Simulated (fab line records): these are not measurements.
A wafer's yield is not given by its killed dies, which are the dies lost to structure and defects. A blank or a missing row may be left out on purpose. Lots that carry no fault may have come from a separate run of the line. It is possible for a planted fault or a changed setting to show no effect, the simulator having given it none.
8D (eight disciplines) problem report, filled in by code -- flow gf180mcu -- the parts of the form that need people (team, actions taken, sign-off) are left out

== 1. WHAT WENT WRONG ==
Across 2 wafers from 2 lots, CONTACT_CVD_00_THK at GF_CONTACT_THK_MEAS_01 averages 152 nm, while fault-free wafers read 303 nm with a standard deviation of 4.5. That puts it -34 standard deviations away from the usual mean.
Seen first at day 20 05:51 on film_metro-01, wafer L225.1. The record has a number at this step for 36 wafers belonging to 12 lots. Rule for "out" (also "out of limits"): further than 4 standard deviations from the usual mean. The rest of the wafers with a number are treated as sound.

== 2. WHAT IT IS AND WHAT IT IS NOT ==
question,is,is not
which readings at this step,CONTACT_CVD_00_THK,-
which lots,"L225, L226","L209, L211, L214, L216, L217, L218, L219, L221, L229, L230"
which wafers of those lots,"L225.1, L226.4","L225.4, L225.5, L226.3, L226.5"
read on which gauges,film_metro-01,"film_metro-02, film_metro-03"
when,from day 20 05:51,"up to then (26 sound wafers); but 8 sound wafers of L226, L229, L230 came after"

== 3. THE SUSPECTS, EACH WITH WHAT RULES IT OUT ==
Counting: any tool at a process step up to the reading remains a suspect provided it ran every lot that is out. Sound lots after the first of them don't rule it out here, since some wafers of a struck lot are sound.
- the gauge at GF_CONTACT_THK_MEAS_01: ruled out. All the wafers that are out were read on film_metro-01, but those of them that GF_CONTACT_CVD_00 has rows for are out there too, on other tools.
- plasma_asher-01 at GF_DUAL_GATE_STRIP_13 (strips in O2/N2): kept. Ran every lot that is out, first one L225 (day 12 04:21); last sound lot up to then L221 (day 11 01:39).
- hdpcvd-02 at GF_CONTACT_CVD_00 (deposits SiO2, target thk 300 nm, time 50 s): kept. Ran every lot that is out, first one L225 (day 20 05:48); last sound lot up to then L219 (day 17 19:37). Its own sih4_flow_sccm readings are out on those wafers.
- In hdpcvd-02 at GF_CONTACT_CVD_00, the wafers that are out were processed in chamber 0 and their sound lot-mates in chambers 1, 2.
After counting, plasma_asher-01 at GF_DUAL_GATE_STRIP_13 and hdpcvd-02 at GF_CONTACT_CVD_00 remain.

== 4. THE CAUSE (what the simulator had put in) ==
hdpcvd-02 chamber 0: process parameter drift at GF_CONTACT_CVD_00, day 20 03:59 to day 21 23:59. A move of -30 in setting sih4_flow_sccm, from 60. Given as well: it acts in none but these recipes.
Counting left 2 suspects, and this tool is among them.

== 5. THE CHAIN OF EFFECTS, in route order ==
Each row: a reading whose mean over the struck wafers that have a number lies more than 3 standard deviations from the usual. Only readings whose record carries a usual standard deviation are examined. hours: median over the lots of the time between each lot's start at the first step of this table that gives one and its start at this step. sigmas: the change, counted in usual standard deviations.
hours,step,reading,usual,on struck wafers,change,sigmas
0,GF_CONTACT_CVD_00,sih4_flow_sccm,60.01 sccm,29.94,-30.07,-99 or more
0,GF_CONTACT_THK_MEAS_01,CONTACT_CVD_00_THK,303 nm,152,-152,-34
-,GF_CONTACT_ETCH_17,oes_product_au,0.816 a.u.,0.736,-0.080,-16
Here are the process steps it includes:
- GF_CONTACT_CVD_00: deposits SiO2, target thk 300 nm, time 50 s.
- GF_CONTACT_ETCH_17: etches SiO2 in C4F8/O2/Ar, stops on CoSi2, target depth 860 nm.

== 6. WHAT WOULD HAVE CAUGHT IT SOONER ==
Counted from the fault's start at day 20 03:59, it took 2 hours until the first out-of-limits reading at a measuring or inspecting step in this record, taken at day 20 05:51.
At GF_CONTACT_CVD_00, the tool's own readings (sih4_flow_sccm) were out on each struck wafer the step has a row for, so an alarm limit on them would have fired on the first such wafer.
Of the lots that are out (2), L226 began GF_CONTACT_CVD_00 on hdpcvd-02 after day 20 05:51. Had the tool been put on hold then, it would have been spared.
